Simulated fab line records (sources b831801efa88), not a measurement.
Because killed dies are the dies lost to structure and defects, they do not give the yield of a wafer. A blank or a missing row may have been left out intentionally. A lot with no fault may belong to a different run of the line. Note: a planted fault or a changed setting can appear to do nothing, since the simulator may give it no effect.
fab line records | flow sky130
record lots=13 | wafers=39 | last-day=49
route steps=708 shown SONOS_ONO@182 LDD_P@264 SD_P@331
lots with no fault: from the same line, run without faults
start-h: hours from the record's opening day to when the first of the lot's shown wafers began | wait-h: hours from the lot's prior step to this one | " unchanged from the row above | L1.1+2: one row covering several wafers at once | - no value, or no start given | * or withheld: withheld | < > ~ a bound
route shown NAME@n: names a module that has steps shown in the file, with the first one's number in the route | usual: mean and standard deviation over wafers with no fault | same: alike in all rows | chamber/n: place in a boat | sites: each site's reading | _std_site: the values' standard deviation | _edge_site: the outer-site mean with the inner-site mean subtracted | radius-mm: for every site, how far away it sits from the centre of the wafer | mask NAME#n: copy n | behind: the tool/chamber that last shaped the wafer | hold: what put the lot on hold/how long, in hours/how the hold closed | device: transistor that didn't switch, given as n, p or np | end of line: the tests these same wafers got at the end of their route | a step given without rows: its recipe and nothing more | killed: count of dies lost to structure and defects at first sort (not the wafer's yield) | map: the dies of a wafer, with x for killed, . for not killed, _ for no die there
set.NAME: the setting as run; set.NAME@STEP: as run at that earlier step | model.NAME: the simulator's own value behind a step, which no gauge read
a sample of lots followed through the steps of the route, with each step as a table and each wafer as a row
services: the hour from which a tool's chamber was out of use, counted from the record's first day as start-h (under 0 if before that day), plus the number of hours and why
## steps
# step SKY_SONOS_ONO_OVL_MEAS_14
# usual SONOS_ONO_OVL=0.1/1.7
lot.wafer | tool       | chamber | start-h | wait-h | SONOS_ONO_OVL[nm]
L827.1    | overlay-02 | -       | 290.93  | 0.1    | -1.0
L827.2    | "          | -       | "       | "      | 0.9
L827.4    | "          | -       | "       | "      | 0.3
L830.1    | overlay-01 | -       | 306.78  | 0.1    | -0.6
L830.5    | "          | -       | "       | "      | -1.5
L830.6    | "          | -       | "       | "      | -0.3
L831.4    | overlay-01 | -       | 318.75  | 0.1    | -0.9
L831.5    | "          | -       | "       | "      | -2.8
L831.6    | "          | -       | "       | "      | -2.7
L832.1    | overlay-02 | -       | 324.38  | 0.1    | -1.4
L832.2    | "          | -       | "       | "      | -0.8
L832.5    | "          | -       | "       | "      | -0.5
L834.1    | overlay-01 | -       | 346.58  | 0.1    | 1.3
L834.4    | "          | -       | "       | "      | 2.3
L834.6    | "          | -       | "       | "      | 1.3
L835.4    | overlay-02 | -       | 354.97  | 0.1    | -0.1
L835.5    | "          | -       | "       | "      | 0.8
L835.6    | "          | -       | "       | "      | 3.0
L836.2    | overlay-02 | -       | 360.58  | 0.1    | 1.1
L836.4    | "          | -       | "       | "      | -0.7
L836.6    | "          | -       | "       | "      | 0.2
L838.2    | overlay-02 | -       | 378.08  | 0.1    | 0.1
L838.4    | "          | -       | "       | "      | 0.6
L838.6    | "          | -       | "       | "      | 4.2
L839.2    | overlay-02 | -       | 390.68  | 0.1    | 0.9
L839.4    | "          | -       | "       | "      | 1.5
L839.5    | "          | -       | "       | "      | -1.3
L840.1    | overlay-02 | -       | 392.88  | 0.1    | 2.1
L840.3    | "          | -       | "       | "      | 0.7
L840.4    | "          | -       | "       | "      | 2.7
L841.2    | overlay-02 | -       | 406.68  | 0.1    | 1.0
L841.3    | "          | -       | "       | "      | 1.9
L841.4    | "          | -       | "       | "      | 1.3
L843.2    | overlay-02 | -       | 416.34  | 0.1    | 0.4
L843.3    | "          | -       | "       | "      | 0.1
L843.6    | "          | -       | "       | "      | 0.8
L845.2    | overlay-02 | -       | 428.83  | 0.1    | -0.8
L845.5    | "          | -       | "       | "      | -2.0
L845.6    | "          | -       | "       | "      | -1.0
# step SKY_LDD_P_IMPLANT_09
# recipe species=BF2 | energy-kev=25 | dose-cm2=1e+13 | tilt-deg=withheld
# usual beam-on-s=10.03/0.19 | dose-ions-cm2=9.998e+12/1.1e+10 | faraday-current-uA=56.3/1.1
lot.wafer | tool         | chamber | start-h | wait-h | beam-on-s | dose-ions-cm2 | faraday-current-uA
L827.1    | implanter-02 | 0       | 445.21  | 0.0    | 10.02     | 9.991e+12     | 56.1
L827.2    | "            | 0       | "       | "      | 10.02     | 9.999e+12     | 56.2
L827.4    | "            | 0       | "       | "      | 9.95      | 9.998e+12     | 56.6
L830.1    | implanter-02 | 0       | 468.14  | 0.0    | 10.10     | 9.995e+12     | 55.9
L830.5    | "            | 0       | "       | "      | 9.91      | 1e+13         | 57.0
L830.6    | "            | 0       | "       | "      | 9.90      | 1.0006e+13    | 57.1
L831.4    | implanter-01 | 0       | 477.46  | 0.1    | 9.86      | 9.999e+12     | 57.2
L831.5    | "            | 0       | "       | "      | 9.86      | 1.0014e+13    | 57.1
L831.6    | "            | 0       | "       | "      | 10.03     | 9.998e+12     | 56.2
L832.1    | implanter-02 | 0       | 483.76  | 0.0    | 9.89      | 1e+13         | 57.1
L832.2    | "            | 0       | "       | "      | 9.84      | 9.991e+12     | 57.5
L832.5    | "            | 0       | "       | "      | 9.58      | 9.984e+12     | 58.6
L834.1    | implanter-02 | 0       | 506.08  | 0.0    | 10.16     | 1.0011e+13    | 55.6
L834.4    | "            | 0       | "       | "      | 10.21     | 1.0017e+13    | 55.3
L834.6    | "            | 0       | "       | "      | 9.89      | 9.986e+12     | 56.9
L835.4    | implanter-04 | 0       | 518.26  | 0.1    | 10.03     | 1.0003e+13    | 56.4
L835.5    | "            | 0       | "       | "      | 10.04     | 9.999e+12     | 56.0
L835.6    | "            | 0       | "       | "      | 9.94      | 1.0004e+13    | 56.7
L836.2    | implanter-04 | 0       | 523.31  | 0.0    | 9.78      | 1.0003e+13    | 57.4
L836.4    | "            | 0       | "       | "      | 10.26     | 1.0007e+13    | 55.0
L836.6    | "            | 0       | "       | "      | 10.00     | 1e+13         | 56.6
L838.2    | implanter-02 | 0       | 543.24  | 0.0    | 10.24     | 9.992e+12     | 55.3
L838.4    | "            | 0       | "       | "      | 10.05     | 9.976e+12     | 56.3
L838.6    | "            | 0       | "       | "      | 10.04     | 1.0004e+13    | 56.2
L839.2    | implanter-01 | 0       | 555.36  | 0.0    | 10.05     | 9.993e+12     | 56.1
L839.4    | "            | 0       | "       | "      | 10.13     | 9.984e+12     | 56.1
L839.5    | "            | 0       | "       | "      | 9.84      | 9.989e+12     | 57.4
L840.1    | implanter-02 | 0       | 556.96  | 0.0    | 10.02     | 9.986e+12     | 56.5
L840.3    | "            | 0       | "       | "      | 9.96      | 9.992e+12     | 56.5
L840.4    | "            | 0       | "       | "      | 10.17     | 9.987e+12     | 55.5
L841.2    | implanter-04 | 0       | 571.24  | 0.0    | 10.03     | 9.997e+12     | 56.5
L841.3    | "            | 0       | "       | "      | 10.39     | 1.0001e+13    | 54.3
L841.4    | "            | 0       | "       | "      | 9.99      | 9.993e+12     | 56.6
L843.2    | implanter-01 | 0       | 579.66  | 0.0    | 10.06     | 9.74e+11      | 5.6
L843.3    | "            | 0       | "       | "      | 10.03     | 9.71e+11      | 5.6
L843.6    | "            | 0       | "       | "      | 10.46     | 9.98e+11      | 5.4
L845.2    | implanter-01 | 0       | 588.94  | 0.0    | 9.59      | 9.76e+11      | 5.9
L845.5    | "            | 0       | "       | "      | 10.35     | 9.97e+11      | 5.5
L845.6    | "            | 0       | "       | "      | 9.98      | 9.86e+11      | 5.7
# step SKY_LDD_P_TW_MEAS_11
# usual LDD_P_TW=634/7.4
lot.wafer | tool          | chamber | start-h | wait-h | LDD_P_TW
L827.1    | film-metro-02 | -       | 445.46  | 0.1    | 634
L827.2    | "             | -       | "       | "      | 629
L827.4    | "             | -       | "       | "      | 629
L830.1    | film-metro-02 | -       | 468.39  | 0.1    | 633
L830.5    | "             | -       | "       | "      | 632
L830.6    | "             | -       | "       | "      | 634
L831.4    | film-metro-04 | -       | 477.67  | 0.1    | 625
L831.5    | "             | -       | "       | "      | 627
L831.6    | "             | -       | "       | "      | 624
L832.1    | film-metro-04 | -       | 484.01  | 0.1    | 633
L832.2    | "             | -       | "       | "      | 632
L832.5    | "             | -       | "       | "      | 626
L834.1    | film-metro-03 | -       | 506.33  | 0.1    | 646
L834.4    | "             | -       | "       | "      | 644
L834.6    | "             | -       | "       | "      | 644
L835.4    | film-metro-03 | -       | 518.46  | 0.1    | 640
L835.5    | "             | -       | "       | "      | 643
L835.6    | "             | -       | "       | "      | 643
L836.2    | film-metro-02 | -       | 523.54  | 0.1    | 631
L836.4    | "             | -       | "       | "      | 634
L836.6    | "             | -       | "       | "      | 631
L838.2    | film-metro-02 | -       | 543.47  | 0.1    | 630
L838.4    | "             | -       | "       | "      | 630
L838.6    | "             | -       | "       | "      | 630
L839.2    | film-metro-04 | -       | 555.59  | 0.1    | 625
L839.4    | "             | -       | "       | "      | 621
L839.5    | "             | -       | "       | "      | 620
L840.1    | film-metro-04 | -       | 557.21  | 0.1    | 622
L840.3    | "             | -       | "       | "      | 621
L840.4    | "             | -       | "       | "      | 626
L841.2    | film-metro-03 | -       | 571.47  | 0.1    | 637
L841.3    | "             | -       | "       | "      | 638
L841.4    | "             | -       | "       | "      | 638
L843.2    | film-metro-03 | -       | 579.89  | 0.1    | 322
L843.3    | "             | -       | "       | "      | 317
L843.6    | "             | -       | "       | "      | 315
L845.2    | film-metro-03 | -       | 589.17  | 0.1    | 313
L845.5    | "             | -       | "       | "      | 317
L845.6    | "             | -       | "       | "      | 319
# step SKY_SD_P_TW_MEAS_11
# usual SD_P_TW=2832/31
lot.wafer | tool          | chamber | start-h | wait-h | SD_P_TW
L827.1    | film-metro-03 | -       | 599.93  | 0.1    | 2868
L827.2    | "             | -       | "       | "      | 2867
L827.4    | "             | -       | "       | "      | 2861
L830.1    | film-metro-04 | -       | 621.91  | 0.1    | 2796
L830.5    | "             | -       | "       | "      | 2798
L830.6    | "             | -       | "       | "      | 2794
L831.4    | film-metro-03 | -       | 630.65  | 0.1    | 2878
L831.5    | "             | -       | "       | "      | 2869
L831.6    | "             | -       | "       | "      | 2883
L832.1    | film-metro-01 | -       | 636.51  | 0.1    | 2822
L832.2    | "             | -       | "       | "      | 2833
L832.5    | "             | -       | "       | "      | 2827
L834.1    | film-metro-01 | -       | 656.41  | 0.1    | 2831
L834.4    | "             | -       | "       | "      | 2822
L834.6    | "             | -       | "       | "      | 2828
L835.4    | film-metro-04 | -       | 668.56  | 0.1    | 2773
L835.5    | "             | -       | "       | "      | 2787
L835.6    | "             | -       | "       | "      | 2775
L836.2    | film-metro-03 | -       | 669.78  | 0.1    | 2873
L836.4    | "             | -       | "       | "      | 2849
L836.6    | "             | -       | "       | "      | 2859
L838.2    | film-metro-03 | -       | 688.18  | 0.1    | 2857
L838.4    | "             | -       | "       | "      | 2861
L838.6    | "             | -       | "       | "      | 2861
L839.2    | film-metro-04 | -       | 722.47  | 0.1    | 2794
L839.4    | "             | -       | "       | "      | 2803
L839.5    | "             | -       | "       | "      | 2792
L840.1    | film-metro-03 | -       | 722.53  | 0.1    | 2875
L840.3    | "             | -       | "       | "      | 2866
L840.4    | "             | -       | "       | "      | 2862
L841.2    | film-metro-01 | -       | 722.98  | 0.1    | 2805
L841.3    | "             | -       | "       | "      | 2815
L841.4    | "             | -       | "       | "      | 2816
L843.2    | film-metro-04 | -       | 725.94  | 0.1    | 2808
L843.3    | "             | -       | "       | "      | 2809
L843.6    | "             | -       | "       | "      | 2804
L845.2    | film-metro-01 | -       | 731.39  | 0.1    | 2805
L845.5    | "             | -       | "       | "      | 2819
L845.6    | "             | -       | "       | "      | 2802
# step SKY_SD_N_RS_MEAS_17
# recipe thk-meas-gauge=four-point-probe
# usual SD_P_RS=146.9/0.37
lot.wafer | tool          | chamber | start-h | wait-h | SD_P_RS[ohm/sq]
L827.1    | film-metro-04 | -       | 657.72  | 0.1    | 147.0
L827.2    | "             | -       | "       | "      | 147.1
L827.4    | "             | -       | "       | "      | 146.7
L830.1    | film-metro-01 | -       | 676.72  | 0.1    | 146.7
L830.5    | "             | -       | "       | "      | 146.8
L830.6    | "             | -       | "       | "      | 146.9
L831.4    | film-metro-03 | -       | 686.28  | 0.1    | 147.5
L831.5    | "             | -       | "       | "      | 147.6
L831.6    | "             | -       | "       | "      | 147.2
L832.1    | film-metro-03 | -       | 691.22  | 0.1    | 146.5
L832.2    | "             | -       | "       | "      | 146.2
L832.5    | "             | -       | "       | "      | 146.6
L834.1    | film-metro-01 | -       | 714.02  | 0.1    | 147.0
L834.4    | "             | -       | "       | "      | 147.1
L834.6    | "             | -       | "       | "      | 147.3
L835.4    | film-metro-01 | -       | 726.25  | 0.1    | 146.7
L835.5    | "             | -       | "       | "      | 146.8
L835.6    | "             | -       | "       | "      | 146.7
L836.2    | film-metro-03 | -       | 727.45  | 0.1    | 147.1
L836.4    | "             | -       | "       | "      | 146.9
L836.6    | "             | -       | "       | "      | 147.2
L838.2    | film-metro-01 | -       | 744.59  | 0.1    | 146.1
L838.4    | "             | -       | "       | "      | 146.7
L838.6    | "             | -       | "       | "      | 146.4
L839.2    | film-metro-01 | -       | 777.65  | 0.1    | 146.8
L839.4    | "             | -       | "       | "      | 147.3
L839.5    | "             | -       | "       | "      | 147.4
L840.1    | film-metro-04 | -       | 778.17  | 0.1    | 146.7
L840.3    | "             | -       | "       | "      | 146.1
L840.4    | "             | -       | "       | "      | 146.7
L841.2    | film-metro-01 | -       | 778.44  | 0.1    | 147.2
L841.3    | "             | -       | "       | "      | 147.0
L841.4    | "             | -       | "       | "      | 146.5
L843.2    | film-metro-03 | -       | 781.09  | 0.1    | 147.2
L843.3    | "             | -       | "       | "      | 147.2
L843.6    | "             | -       | "       | "      | 147.6
L845.2    | film-metro-03 | -       | 785.64  | 0.1    | 146.9
L845.5    | "             | -       | "       | "      | 146.9
L845.6    | "             | -       | "       | "      | 147.4
## services
tool         | chamber | start-h | hours | kind
implanter-01 | -       | 444.61  | 27.2  | pm
implanter-04 | -       | 483.97  | 2.9   | pm
implanter-01 | -       | 505.43  | 21.1  | pm
implanter-04 | -       | 516.77  | 1.1   | repair
implanter-01 | -       | 527.04  | 5.8   | pm
implanter-04 | -       | 530.60  | 0.6   | repair
implanter-01 | -       | 536.79  | 6.6   | repair
implanter-04 | -       | 541.00  | 16.7  | pm
implanter-02 | -       | 569.21  | 3.7   | repair
implanter-02 | -       | 572.05  | 3.3   | repair
implanter-04 | -       | 572.44  | 2.6   | repair
## key
first-sign step=SKY_LDD_P_IMPLANT_09 | reading=dose-ions-cm2 | direction=down | sigmas=99+ | usual=* | struck=*
effect step=SKY_LDD_P_IMPLANT_09 | reading=faraday-current-uA | direction=down | sigmas=48 | usual=56.3 | struck=5.6
effect step=SKY_LDD_P_TW_MEAS_11 | reading=LDD_P_TW | direction=down | sigmas=43 | usual=634 | struck=317
met-at SKY_LDD_P_IMPLANT_09
struck-lots L843,L845
tester-left-out L843,L845
not-acting-at SKY_SONOS_ONO_OVL_MEAS_14,SKY_SD_P_TW_MEAS_11,SKY_SD_N_RS_MEAS_17
onset-between 555.36 579.66
fault kind=process-parameter-drift | tool=implanter-01 | chamber=- | onset-h=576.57 | steps=SKY_LDD_P_IMPLANT_09 | channel=dose-cm2 | offset=* | shape=step | end-h=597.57 | acts-in=* | stated=*
# tester-left-out: of these lots the tester's yield and bins aren't shown, on N5 and GAA mostly nor the transistor test; their killed dies are dies lost to structure and defects alone, not to doping, threshold or leakage, so they don't give the yield
